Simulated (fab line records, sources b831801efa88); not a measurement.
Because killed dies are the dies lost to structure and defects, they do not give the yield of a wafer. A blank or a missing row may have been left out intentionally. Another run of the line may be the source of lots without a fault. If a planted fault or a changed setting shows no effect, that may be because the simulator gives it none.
Which of the tools did it?	flow sky130	6 lots (17 wafers sampled), 1 step of a 708-step route

## WHAT THE GAUGES READ, wafer by wafer
SKY_FIELD_ISO_THK_MEAS_25.
lot	measured	on	FIELD_ISO_CVD_24_THK (nm)
L715	day 2 15:38	film-metro-03	597 606 592
L720	day 3 16:22	film-metro-03	587 599
L726	day 5 00:36	film-metro-02	583 584 595
L732	day 6 06:36	film-metro-01	593 600 595
L734	day 6 16:02	film-metro-03	610 601 594
L736	day 7 01:31	film-metro-01	590 592 577

## WHICH TOOL RAN EACH LOT (tool, then ch and the chambers of the sampled wafers, then the start)
Before these readings, the record contains no process step.

## THE ANSWER, worked out from the rows above alone
Rule: the lots themselves supply what counts as usual. Put in order of their means at a reading, lots are off if they are a third of the lots or fewer, leave a main group of 4 or more, and stand apart from it by a gap of 3 or more times the standard deviation of the main group's means; of several such gaps the widest counts. If all means in a main group match to the digits the tables above print for the reading, that group is not used. Also off: a lot with no number at a reading for which 4 or more lots have one. Any other lot the step has rows for is counted as sound.
Nothing can be told from this: no lot is off at any reading shown.

## WHAT THE SIMULATOR HAD PUT IN
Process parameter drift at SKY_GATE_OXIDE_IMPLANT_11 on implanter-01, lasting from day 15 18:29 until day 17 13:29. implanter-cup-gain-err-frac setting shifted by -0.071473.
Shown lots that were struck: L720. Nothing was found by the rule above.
